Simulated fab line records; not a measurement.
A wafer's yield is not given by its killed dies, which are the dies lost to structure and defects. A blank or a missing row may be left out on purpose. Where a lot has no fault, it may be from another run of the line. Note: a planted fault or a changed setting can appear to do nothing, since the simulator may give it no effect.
Which tool is to blame?    flow sfq line    Sampling: 15 lots, 45 wafers, 6 of 325 route steps

WHAT THE GAUGES SHOWED, per wafer
SFQ_L0_THK_MEAS_902: measures by xrf. Usual: L0_MONX_KI_THK gives 39.1 nm (standard deviation 0.57).
lot   measured     on             L0_MONX_KI_THK (nm)  flag
L351  day 1 12:41  film metro-01  39.2 39.2 39.2       
L354  day 2 03:41  film metro-01  38.4 38.2 38.5       
L355  day 2 08:42  film metro-04  38.8 39.4 38.4       
L356  day 2 13:41  film metro-01  39.0 38.8 38.4       
L357  day 2 18:41  film metro-04  38.5 38.0 38.3       
L358  day 2 23:42  film metro-04  38.8 38.6 39.3       
L360  day 3 09:41  film metro-02  39.1 39.8 39.9       
L361  day 3 14:42  film metro-04  39.5 39.3 39.0       
L364  day 4 05:41  film metro-01  39.0 38.2 38.5       
L366  day 4 15:42  film metro-02  39.1 39.6 39.0       
L367  day 4 20:41  film metro-02  39.3 39.6 39.1       
L368  day 5 01:41  film metro-02  38.2 39.1 38.6       
L370  day 5 11:41  film metro-01  38.6 38.5 39.1       
L372  day 5 21:41  film metro-04  40.0 39.4 39.0       
L373  day 6 02:42  film metro-02  40.2 40.0 40.4       

SFQ_M0_RS_MEAS_904: measures by four-point-probe. Usual: M0_NB_RS gives 0.884 ohm/sq (standard deviation 0.012).
lot   measured      on             M0_NB_RS (ohm/sq)  flag
L351  day 5 16:40   film metro-03  0.919 0.889 0.886  
L354  day 6 07:31   film metro-02  0.896 0.876 0.893  
L355  day 6 11:08   film metro-03  0.878 0.876 0.883  
L356  day 6 19:29   film metro-02  0.875 0.872 0.877  
L357  day 7 00:23   film metro-03  0.905 0.888 0.886  
L358  day 7 05:14   film metro-03  0.898 0.882 0.900  
L360  day 7 14:49   film metro-02  0.860 0.856 0.858  
L361  day 8 01:51   film metro-03  0.889 0.883 0.892  
L364  day 8 18:19   film metro-02  0.891 0.874 0.872  
L366  day 9 06:20   film metro-01  2.169 0.894 0.892  OFF
L367  day 9 13:30   film metro-02  2.141 0.884 0.885  OFF
L368  day 9 19:29   film metro-02  2.219 0.896 0.900  OFF
L370  day 10 08:31  film metro-01  0.881 0.909 0.903  
L372  day 10 19:18  film metro-01  0.867 0.877 0.882  
L373  day 10 20:32  film metro-02  0.907 0.887 0.876  

SFQ_I0_OVL_MEAS_908. Usual: I0_OVL gives 2 nm (standard deviation 5.5).
lot   measured      on          I0_OVL (nm)  flag
L351  day 10 11:54  overlay-02  -4 -8 -10    
L354  day 11 07:06  overlay-01  1 -5 -5      
L355  day 12 09:29  overlay-02  -1 1 1       
L356  day 12 19:19  overlay-02  1 4 -8       
L357  day 12 21:29  overlay-01  2 7 1        
L358  day 13 03:44  overlay-02  -3 -1 -3     
L360  day 13 21:29  overlay-01  2 0 -4       
L361  day 14 02:17  overlay-02  5 0 -6       
L364  day 14 11:53  overlay-02  7 8 9        
L366  day 15 06:59  overlay-01  4 3 3        
L367  day 15 17:47  overlay-01  1 3 -1       
L368  day 15 21:23  overlay-01  7 5 9        
L370  day 16 11:47  overlay-02  1 0 -4       
L372  day 17 02:56  overlay-01  13 -4 2      
L373  day 17 07:44  overlay-02  -6 1 5       

TOOL THAT RAN EACH LOT (tool first, then ch and the chambers of the sampled wafers, then the start)
lot   SFQ_TRILAYER_L0_ETCH_METAL_ETCH_008  SFQ_TRILAYER_M0_DEP_SPUTTER_019  SFQ_TRILAYER_M0_ETCH_METAL_ETCH_024
L351  rie metal-04 ch 1, day 3 04:10       pvd sputter-05, day 5 16:35      rie metal-02 ch 0,1, day 8 09:05
L354  rie metal-03 ch 0,1, day 3 17:19     pvd sputter-05, day 6 07:25      rie metal-02 ch 0,1, day 9 02:58
L355  rie metal-04 ch 0,1, day 4 00:31     pvd sputter-05, day 6 11:00      rie metal-02 ch 0,1, day 9 10:13
L356  rie metal-01 ch 0,1, day 4 06:31     pvd sputter-05, day 6 19:24      rie metal-02 ch 0, day 9 19:46
L357  rie metal-01 ch 0,1, day 4 12:31     pvd sputter-06, day 7 00:18      rie metal-01 ch 0, day 10 00:22
L358  rie metal-03 ch 0,1, day 4 16:07     pvd sputter-06, day 7 05:06      rie metal-02 ch 0,1, day 10 05:13
L360  rie metal-04 ch 0,1, day 5 01:43     pvd sputter-04, day 7 14:43      rie metal-01 ch 0,1, day 10 15:58
L361  rie metal-04 ch 0,1, day 5 08:55     pvd sputter-05, day 8 01:43      rie metal-01 ch 0,1, day 11 02:49
L364  rie metal-04 ch 0,1, day 5 22:07     pvd sputter-05, day 8 18:12      rie metal-01 ch 0,1, day 11 19:34
L366  rie metal-01 ch 0,1, day 6 07:43     pvd sputter-05, day 9 06:12      rie metal-02 ch 0,1, day 12 08:22
L367  rie metal-04 ch 0, day 6 13:43       pvd sputter-05, day 9 13:24      rie metal-04 ch 0,1, day 12 17:55
L368  rie metal-01 ch 0,1, day 6 18:31     pvd sputter-05, day 9 19:24      rie metal-04 ch 0,1, day 12 23:55
L370  rie metal-04 ch 0,1, day 7 05:19     pvd sputter-06, day 10 08:24     rie metal-01 ch 0,1, day 13 14:19
L372  rie metal-03 ch 0,1, day 7 16:13     pvd sputter-04, day 10 19:12     rie metal-02 ch 0,1, day 14 02:19
L373  rie metal-01 ch 0, day 7 18:42       pvd sputter-06, day 10 20:24     rie metal-02 ch 0,1, day 14 06:04
- SFQ_TRILAYER_L0_ETCH_METAL_ETCH_008: etches MoNx KI in SF6/O2, stops on SiO2, target depth 50 nm, time 25 s.
- SFQ_TRILAYER_M0_DEP_SPUTTER_019: material Nb, target thk 200 nm, time 133.3 s.
- SFQ_TRILAYER_M0_ETCH_METAL_ETCH_024: etches Nb in Cl2/Ar, stops on SiO2, target depth 240 nm, time 120 s.

WHAT THE TOOLS THEMSELVES READ (means of the sampled wafers that have a number; where no wafer has one, the mark that the record gives instead)
SFQ_TRILAYER_L0_ETCH_METAL_ETCH_008. Usual: chamber pressure mTorr 10.000 mTorr, standard deviation 0.0095; drypump motor current A 6.16 A, standard deviation 0.25; oes product au 0.873 a.u., standard deviation 0.0074.
lot   tool          chamber pressure mTorr (mTorr)  drypump motor current A (A)  oes product au (a.u.)  flag
L351  rie metal-04  9.997                           6.09                         0.880                  
L354  rie metal-03  10.006                          6.38                         0.866                  
L355  rie metal-04  10.002                          5.93                         0.872                  
L356  rie metal-01  9.998                           6.26                         0.868                  
L357  rie metal-01  10.002                          6.26                         0.864                  
L358  rie metal-03  10.009                          6.14                         0.871                  
L360  rie metal-04  10.000                          6.00                         0.880                  
L361  rie metal-04  9.993                           5.91                         0.873                  
L364  rie metal-04  10.003                          6.00                         0.867                  
L366  rie metal-01  10.002                          6.30                         0.875                  
L367  rie metal-04  10.003                          5.84                         0.870                  
L368  rie metal-01  9.996                           6.29                         0.863                  
L370  rie metal-04  9.993                           5.91                         0.869                  
L372  rie metal-03  9.996                           6.14                         0.878                  
L373  rie metal-01  9.992                           6.24                         0.882                  

SFQ_TRILAYER_M0_DEP_SPUTTER_019. Usual: 29.7 % for throttle valve pct, sd 0.54.
lot   tool            throttle valve pct (%)  flag
L351  pvd sputter-05  29.9                    
L354  pvd sputter-05  29.7                    
L355  pvd sputter-05  29.5                    
L356  pvd sputter-05  29.8                    
L357  pvd sputter-06  29.6                    
L358  pvd sputter-06  29.5                    
L360  pvd sputter-04  30.2                    
L361  pvd sputter-05  30.2                    
L364  pvd sputter-05  29.7                    
L366  pvd sputter-05  30.0                    
L367  pvd sputter-05  30.0                    
L368  pvd sputter-05  29.8                    
L370  pvd sputter-06  29.6                    
L372  pvd sputter-04  29.5                    
L373  pvd sputter-06  29.1                    

SFQ_TRILAYER_M0_ETCH_METAL_ETCH_024. Usual: chamber pressure mTorr 9.999 mTorr, standard deviation 0.0087; drypump motor current A 5.93 A, standard deviation 0.28; oes product au 0.898 a.u., standard deviation 0.0084.
lot   tool          chamber pressure mTorr (mTorr)  drypump motor current A (A)  oes product au (a.u.)  flag
L351  rie metal-02  10.001                          5.68                         0.890                  
L354  rie metal-02  9.993                           5.71                         0.893                  
L355  rie metal-02  9.997                           5.62                         0.897                  
L356  rie metal-02  9.999                           5.54                         0.906                  
L357  rie metal-01  10.007                          6.17                         0.897                  
L358  rie metal-02  10.004                          5.70                         0.891                  
L360  rie metal-01  9.997                           6.31                         0.915                  
L361  rie metal-01  10.004                          6.27                         0.898                  
L364  rie metal-01  9.992                           6.25                         0.899                  
L366  rie metal-02  9.998                           5.67                         0.795                  OFF
L367  rie metal-04  9.992                           5.91                         0.798                  OFF
L368  rie metal-04  10.006                          5.93                         0.791                  OFF
L370  rie metal-01  9.997                           6.29                         0.891                  
L372  rie metal-02  9.996                           5.73                         0.901                  
L373  rie metal-02  10.001                          5.65                         0.894                  

THE ANSWER, worked out from the rows above alone
Rule: take the mean of a lot's wafers that have a number; if it is more than 3 standard deviations from the usual mean, the lot is off. A lot without any number at a reading at which 4 lots or more have one is off too. The other lots that the step has rows for count as sound. Order of review: gauges by route order, followed by the tools' own readings, for which a lot's mean as printed above is used. The first step at which some lot is off is used, and at that step the reading that is off furthest; a lot without a number counts as furthest.
Off: L366, L367, L368, seen at SFQ_M0_RS_MEAS_904 (M0_NB_RS).
If a tool, at a process step before that reading, ran all the lots that are off and no sound lot after the first of them, it fits. The gauges at SFQ_M0_RS_MEAS_904 aren't tried: what is off there is off at SFQ_TRILAYER_M0_ETCH_METAL_ETCH_024 too, on other tools, and a gauge's error can't cause that. One candidate fits, namely pvd sputter-05 at SFQ_TRILAYER_M0_DEP_SPUTTER_019. A fault onset in the window from L364 (day 8 18:12, its last sound lot) to L366 (day 9 06:12, its first lot off) fits.

WHAT THE SIMULATOR PUT IN
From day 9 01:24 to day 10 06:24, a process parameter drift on pvd sputter-05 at SFQ_TRILAYER_M0_DEP_SPUTTER_019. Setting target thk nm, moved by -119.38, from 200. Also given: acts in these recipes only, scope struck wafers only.
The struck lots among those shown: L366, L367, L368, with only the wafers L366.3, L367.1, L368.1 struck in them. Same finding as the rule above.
